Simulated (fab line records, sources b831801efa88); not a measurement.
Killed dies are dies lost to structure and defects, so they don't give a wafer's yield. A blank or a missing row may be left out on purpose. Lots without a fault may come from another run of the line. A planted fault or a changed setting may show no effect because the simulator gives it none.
fab line records | flow gf180mcu
record lots=14 wafers=42 last_day=34
route steps=602 shown V3@446 M4@456
lots that met no fault: from a run of the same line without faults
start_h: hours from the record's first day to the start of the lot's first wafer shown | wait_h: hours since the lot's step before | " the same as in the row above | L1.1+2: a row that stands for several wafers | - no value, or no start given | * or withheld: withheld | < > ~ a bound
route shown NAME@n: a module of which the file shows steps, and the number in the route of the first | usual: mean/standard deviation of fault-free wafers | same: alike in all rows | chamber/n: place in a boat | sites: the reading at each site | _std_site: their standard deviation | _edge_site: outer sites' mean less inner sites' | radius_mm: how far each site lies from the wafer's centre | mask NAME#n: copy n | behind: the tool/chamber that last shaped the wafer | hold: why the lot was held/for how many hours/how that ended | device: the transistor (n, p or np) that didn't switch | end of line: the same wafers' tests at the end of the route | a step without rows: its recipe alone | killed: dies lost to structure and defects at the first sort, not the wafer's yield | map: a wafer's dies, x killed, . not, _ none there
set.NAME: the setting as run; set.NAME@STEP: as run at that earlier step | model.NAME: the simulator's own value behind a step, which no gauge read
steps of the route over a sample of lots; a table a step, a row a wafer
services: from which hour (start_h, from the record's first day; less than 0 if before it) a tool's chamber was out of use, for how many hours, and why
## steps
# step GF_V3_ETCH_17
# recipe chemistry=C4F8/O2/Ar mask_material=KrF target=SiO2 stop_on=TiN source_w=1500 bias_w=1200 pressure_mtorr=40 c4f8_flow_sccm=withheld O2_flow_sccm=6 Ar_flow_sccm=300 time_s=withheld target_depth_a=6350
# usual oes_product_au=0.866/0.0047
# columns lot.wafer tool chamber start_h wait_h oes_product_au
L826.3 rie_diel-04 3 - - 0.867
L826.5 " 2 " " 0.864
L826.6 " 3 " " 0.867
L827.2 rie_diel-03 3 - - 0.862
L827.3 " 0 " " 0.859
L827.5 " 0 " " 0.870
L828.4 rie_diel-01 3 - - 0.858
L828.5 " 1 " " 0.861
L828.6 " 2 " " 0.859
L829.3 rie_diel-04 2 - - 0.870
L829.5 " 1 " " 0.869
L829.6 " 2 " " 0.868
L830.1 rie_diel-01 3 - - 0.865
L830.5 " 1 " " 0.869
L830.6 " 2 " " 0.869
L831.2 rie_diel-01 3 - - 0.871
L831.3 " 1 " " 0.873
L831.4 " 0 " " 0.862
L832.1 rie_diel-04 3 - - 0.859
L832.2 " 2 " " 0.861
L832.3 " 0 " " 0.867
L834.3 rie_diel-04 1 - - 0.860
L834.4 " 2 " " 0.870
L834.5 " 2 " " 0.874
L835.1 rie_diel-04 0 - - 0.868
L835.4 " 1 " " 0.869
L835.6 " 0 " " 0.872
L837.2 rie_diel-01 3 - - 0.863
L837.3 " 2 " " 0.855
L837.5 " 2 " " 0.866
L846.1 rie_diel-04 1 - - 0.876
L846.3 " 1 " " 0.865
L846.5 " 3 " " 0.862
L847.1 rie_diel-01 3 - - 0.871
L847.4 " 2 " " 0.859
L847.5 " 1 " " 0.860
L848.1 rie_diel-03 1 - - 0.865
L848.3 " 2 " " 0.863
L848.5 " 3 " " 0.870
L849.3 rie_diel-04 1 - - 0.860
L849.5 " 2 " " 0.861
L849.6 " 3 " " 0.857
# step GF_V3_CMP_26
# recipe stop_on=SiO2 down_force_psi=3.5 platen_rpm=60 t_overpolish_s=15 target_thk_nm=0 pad_velocity_m_s=0.94248
# usual motor_current_A=11.2/0.85 overpolish_run_s=15.000/0.0085 time_to_endpoint_s=86/3.2
# columns lot.wafer tool chamber start_h wait_h motor_current_A overpolish_run_s time_to_endpoint_s
L826.3 cmp-02 2 519.03 0.0 11.2 15.004 83
L826.5 " 2 " " 12.2 14.994 81
L826.6 " 3 " " 10.9 14.989 82
L827.3 cmp-01 3 523.20 0.0 12.1 15.000 86
L827.2 " 0 " " 11.6 15.009 89
L827.5 " 3 " " 11.2 15.005 85
L828.4 cmp-02 0 540.11 0.1 12.1 15.007 88
L828.5 " 0 " " 11.9 15.001 84
L828.6 " 1 " " 10.3 15.000 84
L829.3 cmp-01 2 543.26 0.0 11.0 15.007 92
L829.5 " 2 " " 11.4 14.998 91
L829.6 " 3 " " 12.0 15.001 87
L830.1 cmp-02 1 552.28 0.1 10.2 15.022 87
L830.5 " 0 " " 12.4 15.014 86
L830.6 " 1 " " 10.2 15.010 87
L831.3 cmp-02 0 564.01 0.2 12.6 14.997 85
L831.2 " 1 " " 10.6 15.010 87
L831.4 " 2 " " 11.9 14.992 85
L832.2 cmp-01 3 571.35 0.0 10.9 14.996 87
L832.3 " 0 " " 11.6 15.004 92
L832.1 " 1 " " 9.5 14.992 90
L834.4 cmp-01 3 587.25 0.0 11.6 14.987 78
L834.3 " 1 " " 10.0 0.040 127
L834.5 " 0 " " 11.3 0.033 128
L835.4 cmp-02 2 593.76 0.0 11.7 15.008 88
L835.1 " 3 " " 10.9 14.998 86
L835.6 " 2 " " 11.8 15.005 85
L837.3 cmp-01 1 609.53 0.0 9.4 0.039 129
L837.2 " 3 " " 11.6 0.035 129
L837.5 " 1 " " 9.6 0.038 128
L846.1 cmp-02 2 673.34 0.1 11.0 14.990 83
L846.3 " 3 " " 11.3 15.005 84
L846.5 " 2 " " 11.9 15.009 86
L847.1 cmp-01 2 679.83 0.1 11.0 15.012 82
L847.4 " 3 " " 11.5 15.002 79
L847.5 " 2 " " 10.8 15.010 85
L848.3 cmp-01 0 688.54 0.1 11.9 15.006 90
L848.1 " 1 " " 10.2 15.016 83
L848.5 " 2 " " 10.7 14.989 86
L849.3 cmp-01 0 692.74 0.3 10.9 15.009 92
L849.6 " 3 " " 11.1 14.999 87
L849.5 " 0 " " 11.5 15.008 92
# step GF_M4_SPUTTER_00
# recipe material=Ti target_thk_nm=37.5 arriving_ion_energy_ev=80 substrate_temp_c=200 chamber_pressure_pa=2 power_w=4000 time_s=150
# usual throttle_valve_pct=30.1/1.2
# columns lot.wafer tool chamber start_h wait_h throttle_valve_pct
L826.3 pvd_sputter-03 - 519.33 0.2 28.9
L826.5 " - " " 28.9
L826.6 " - " " 29.0
L827.2 pvd_sputter-03 - 523.50 0.2 28.8
L827.3 " - " " 32.5
L827.5 " - " " 30.5
L828.4 pvd_sputter-02 - 540.41 0.2 30.9
L828.5 " - " " 30.3
L828.6 " - " " 31.1
L829.3 pvd_sputter-03 - 543.56 0.2 32.5
L829.5 " - " " 30.6
L829.6 " - " " 28.6
L830.1 pvd_sputter-02 - 552.53 0.2 31.2
L830.5 " - " " 30.0
L830.6 " - " " 31.1
L831.2 pvd_sputter-02 - 564.26 0.1 31.1
L831.3 " - " " 30.5
L831.4 " - " " 30.1
L832.1 pvd_sputter-03 - 571.65 0.1 30.6
L832.2 " - " " 32.8
L832.3 " - " " 28.8
L834.4 pvd_sputter-03 - 587.55 0.2 32.6
L835.1 pvd_sputter-02 - 594.06 0.2 30.4
L835.4 " - " " 29.9
L835.6 " - " " 29.8
L846.1 pvd_sputter-03 - 673.64 0.2 28.9
L846.3 " - " " 32.5
L846.5 " - " " 29.0
L847.1 pvd_sputter-03 - 680.08 0.2 32.7
L847.4 " - " " 28.9
L847.5 " - " " 28.6
L848.1 pvd_sputter-02 - 688.74 0.1 29.9
L848.3 " - " " 30.4
L848.5 " - " " 31.2
L849.3 pvd_sputter-02 - 692.99 0.2 30.7
L849.5 " - " " 30.3
L849.6 " - " " 31.3
# step GF_M4_THK_MEAS_06
# recipe thk_meas_gauge=xrf reads=AlCu_of_M4_SPUTTER_02
# usual M4_ALCU_THK=447/6
# columns lot.wafer tool chamber start_h wait_h M4_ALCU_THK[nm]
L826.3 film_metro-04 - 519.69 0.1 445
L826.5 " - " " 446
L826.6 " - " " 450
L827.2 film_metro-03 - 523.85 0.1 452
L827.3 " - " " 444
L827.5 " - " " 451
L828.4 film_metro-04 - 540.78 0.1 446
L828.5 " - " " 448
L828.6 " - " " 448
L829.3 film_metro-01 - 543.92 0.1 444
L829.5 " - " " 438
L829.6 " - " " 441
L830.1 film_metro-01 - 552.87 0.1 439
L830.5 " - " " 447
L830.6 " - " " 438
L831.2 film_metro-04 - 564.61 0.1 452
L831.3 " - " " 450
L831.4 " - " " 458
L832.1 film_metro-03 - 571.99 0.1 448
L832.2 " - " " 446
L832.3 " - " " 452
L834.4 film_metro-01 - 587.92 0.1 445
L835.1 film_metro-01 - 594.40 0.1 442
L835.4 " - " " 446
L835.6 " - " " 442
L846.1 film_metro-03 - 673.98 0.1 443
L846.3 " - " " 441
L846.5 " - " " 441
L847.1 film_metro-04 - 680.42 0.1 445
L847.4 " - " " 444
L847.5 " - " " 444
L848.1 film_metro-04 - 689.08 0.1 460
L848.3 " - " " 459
L848.5 " - " " 453
L849.3 film_metro-04 - 693.35 0.1 442
L849.5 " - " " 451
L849.6 " - " " 451
## services
# columns tool chamber start_h hours kind
rie_diel-03 0 500.04 4.5 repair
cmp-01 - 504.83 0.3 repair
pvd_sputter-03 - 517.52 0.5 repair
pvd_sputter-03 - 518.79 0.5 repair
pvd_sputter-03 - 524.00 1.7 repair
cmp-02 - 526.78 1.4 repair
pvd_sputter-03 - 535.88 3.1 repair
rie_diel-03 3 538.03 9.8 repair
cmp-02 - 557.03 2.3 repair
rie_diel-03 1 559.63 9.0 repair
rie_diel-01 1 564.07 4.9 repair
cmp-01 - 572.00 4.0 pm
rie_diel-01 1 584.14 7.2 repair
pvd_sputter-02 - 585.19 2.2 repair
pvd_sputter-02 - 588.32 1.2 repair
cmp-01 - 591.56 1.3 repair
rie_diel-01 1 592.06 8.2 repair
rie_diel-01 2 599.99 3.5 repair
cmp-01 - 618.59 0.9 repair
cmp-01 - 622.79 0.5 repair
pvd_sputter-03 - 662.12 2.0 repair
rie_diel-01 0 664.59 20.0 repair
rie_diel-04 0 671.12 4.3 repair
cmp-02 - 691.99 15.1 pm
## key
first_sign step=GF_V3_CMP_26 reading=overpolish_run_s direction=down sigmas=99+ usual=15.000 struck=0.037
effect step=GF_V3_CMP_26 reading=time_to_endpoint_s direction=up sigmas=13 usual=* struck=*
met_at GF_V3_CMP_26
struck_lots L834,L837
struck_wafers L834.3,L834.5,L837.2,L837.3,L837.5
later_rows_left_out L834.3,L834.5,L837.2,L837.3,L837.5
sort_left_out L834.3,L834.5,L837.2,L837.3,L837.5
not_acting_at GF_V3_ETCH_17,GF_M4_SPUTTER_00,GF_M4_THK_MEAS_06
onset_between 571.35 587.25
fault kind=process_parameter_drift tool=cmp-01 chamber=- onset_h=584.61 steps=GF_V3_CMP_26 channel=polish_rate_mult offset=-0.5 shape=step end_h=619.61 scope=struck_wafers_only
# sort_left_out: the simulated sort isn't trusted on such a fault, so these wafers' sort isn't shown, and their yield isn't known
# later_rows_left_out: the simulator's readings of these wafers behind a module that went badly wrong aren't trusted and aren't shown, but for the sort
